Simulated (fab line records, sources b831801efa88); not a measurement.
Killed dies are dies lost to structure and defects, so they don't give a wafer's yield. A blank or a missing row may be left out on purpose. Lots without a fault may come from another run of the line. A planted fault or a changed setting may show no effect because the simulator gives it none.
Chamber matching | flow sfq_line | SFQ_TRILAYER_I6_VIA_ETCH_VIA_ETCH_172 on rie_diel-03: 4 sister chambers
The step etches SiO2 in CHF3, stops on Nb, target depth 260 nm. 4 wafers are shown with their chamber, then 7 later ones without.

WAFERS WITH THEIR CHAMBER
wafer  | chamber | drypump_motor_current_A (A)
L754.3 | 1       | 5.6
L754.4 | 2       | 4.7
L755.2 | 0       | 5.6
L755.4 | 3       | 5.8

WAFERS WITHOUT THEIR CHAMBER
wafer  | drypump_motor_current_A (A)
L755.6 | 5.7
L758.1 | 5.8
L758.4 | 4.7
L758.6 | 5.8
L761.2 | 4.7
L761.4 | 5.5
L761.5 | 5.6

WHICH CHAMBER EACH WENT THROUGH
wafer  | from the rows above          | in truth
L755.6 | can't be placed: 3 or 0 or 1 | 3
L758.1 | 3                            | 3
L758.4 | 2                            | 2
L758.6 | 3                            | 3
L761.2 | 2                            | 2
L761.4 | can't be placed: 0 or 1      | 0
L761.5 | can't be placed: 0 or 1      | 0
Placed correctly: 4 of 7. Can't be placed from these rows: 3 (the true chamber is among the candidates in 3). Placed wrongly: 0.
How it was worked out, from the rows above alone: a wafer's distance from a chamber is the root of the sum, over the readings, of the square of ((its reading less the chamber's mean) divided by the reading's scatter). The wafer belongs to the nearest chamber; if the next one is less than 2 further off, it can't be placed. A chamber's mean is the mean of its shown wafers. The scatter: with one shown wafer a chamber, the root of the mean of the squares of how far each hidden wafer lies from its nearest shown one.
